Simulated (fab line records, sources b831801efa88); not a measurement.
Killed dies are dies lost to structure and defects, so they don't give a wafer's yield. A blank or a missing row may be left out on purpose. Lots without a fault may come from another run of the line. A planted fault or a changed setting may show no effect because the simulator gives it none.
Split-lot experiment | flow sky130 | 5 lots, 23 wafers read, on a route of 708 steps

THE SPLIT
At SKY_VT_ADJUST_LVTN_IMPLANT_19, the setting energy_kev was moved away from the recipe's 30 on 5 of the 23 wafers read, by -2.8% to +4.1%. The other wafers ran this setting at the recipe's value.

The reading is taken at the split's own step.

THE READING
implant.rp_nm (the simulator's own value, which no gauge read), in nm, at SKY_VT_ADJUST_LVTN_IMPLANT_19. The file gives no usual value for it. The 18 wafers here that ran the recipe average 97.44 nm, standard deviation 1.4 nm.

wafer  | tool, chamber at the split | energy_kev as run | against the recipe | implant.rp_nm, nm | against lot-mates on the recipe
L074.1 | implanter-04, 0            | 30                | recipe             | 95.81             | -
L074.4 | implanter-04, 0            | 30                | recipe             | 95.81             | -
L074.5 | implanter-04, 0            | 30                | recipe             | 95.81             | -
L077.1 | implanter-01, 0            | 30                | recipe             | 96.09             | -
L077.2 | implanter-01, 0            | 30                | recipe             | 96.09             | -
L077.3 | implanter-01, 0            | 30                | recipe             | 96.09             | -
L077.4 | implanter-01, 0            | 30                | recipe             | 96.09             | -
L077.6 | implanter-01, 0            | 30                | recipe             | 96.09             | -
L078.1 | implanter-04, 0            | 30                | recipe             | 97.84             | -
L078.4 | implanter-04, 0            | 30                | recipe             | 97.84             | -
L078.5 | implanter-04, 0            | 30                | recipe             | 97.84             | -
L078.2 | implanter-04, 0            | 31.23             | +4.1%              | 101.7             | +3.86
L078.3 | implanter-04, 0            | 31.23             | +4.1%              | 101.7             | +3.86
L082.1 | implanter-04, 0            | 30                | recipe             | 99.92             | -
L082.2 | implanter-04, 0            | 30                | recipe             | 99.92             | -
L082.3 | implanter-04, 0            | 29.17             | -2.8%              | 97.23             | -2.69
L082.4 | implanter-04, 0            | 29.17             | -2.8%              | 97.23             | -2.69
L082.5 | implanter-04, 0            | 29.17             | -2.8%              | 97.23             | -2.69
L083.1 | implanter-01, 0            | 30                | recipe             | 98.54             | -
L083.2 | implanter-01, 0            | 30                | recipe             | 98.54             | -
L083.4 | implanter-01, 0            | 30                | recipe             | 98.54             | -
L083.5 | implanter-01, 0            | 30                | recipe             | 98.54             | -
L083.6 | implanter-01, 0            | 30                | recipe             | 98.54             | -

THE FIT
A straight line over all 23 wafers: implant.rp_nm changes by +0.649 nm for each +1% of energy_kev; r = +0.58; the points scatter about the line by 1.5 nm.
The same after taking each lot's own level away (the mean of its wafers on the recipe; 23 wafers): +0.954 nm for each +1%; r = +1.00; scatter 0.022 nm.
On that fit, the largest move of energy_kev shifts the reading by 3.9 nm.
The lots' own levels span 95.810 to 99.920 nm, that is 2.9 times the standard deviation above.
So the lot-to-lot level blurs the effect unless lot-mates are compared.
Check: with one of the wafers moved furthest among these (+4.1%) left out of the fit, the line predicts +3.92 nm for it against its lot-mates. It came out at +3.86 nm against them.

OTHER SPLITS ON THESE WAFERS
These wafers also went through other splits before the reading. Each is held against what the fit with the lots' levels taken away leaves over:
other split on the same wafers         | wafers away from the commonest value | r with implant.rp_nm (lot level and that fit taken away)
SKY_FIELD_ISO_CVD_03 time_s            | 18                                   | -0.30
SKY_FIELD_ISO_DEVELOP_12 dev_temp_c    | 9                                    | -0.21
SKY_NWELL_OXIDATION_01 temp_c          | 5                                    | +0.28
SKY_PWDE_COAT_02 resist_thk_nm         | 10                                   | +0.16
SKY_PWDE_IMPLANT_08 dose_cm2           | 8                                    | +0.31
SKY_NWELL_STRIP_14 pressure_mtorr      | 18                                   | +0.40
SKY_NWELL_DEVELOP_22 develop_time_s    | 5                                    | -0.27
SKY_VT_ADJUST_HVTP_SOFTBAKE_03 temp_c  | 7                                    | +0.31
SKY_VT_ADJUST_HVTP_IMPLANT_09 dose_cm2 | 7                                    | -0.27
SKY_VT_ADJUST_LVTN_IMPLANT_08 dose_cm2 | 7                                    | +0.24

THE WHOLE CHAIN: every reading that the file lists as answering this split, in the file's order
step                          | what it does | reading                                                         | change (the file's fit)               | r (the file's)
SKY_VT_ADJUST_LVTN_IMPLANT_19 |              | implant.drp_nm (the simulator's own value, which no gauge read) | +0.323 nm for each +1% of the setting | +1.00
SKY_VT_ADJUST_LVTN_IMPLANT_19 |              | implant.rp_nm (the simulator's own value, which no gauge read)  | +0.958 nm for each +1% of the setting | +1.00

THE FILE'S OWN FIT
implant.rp_nm changes by +0.958 nm for each +1% of energy_kev, r = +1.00.
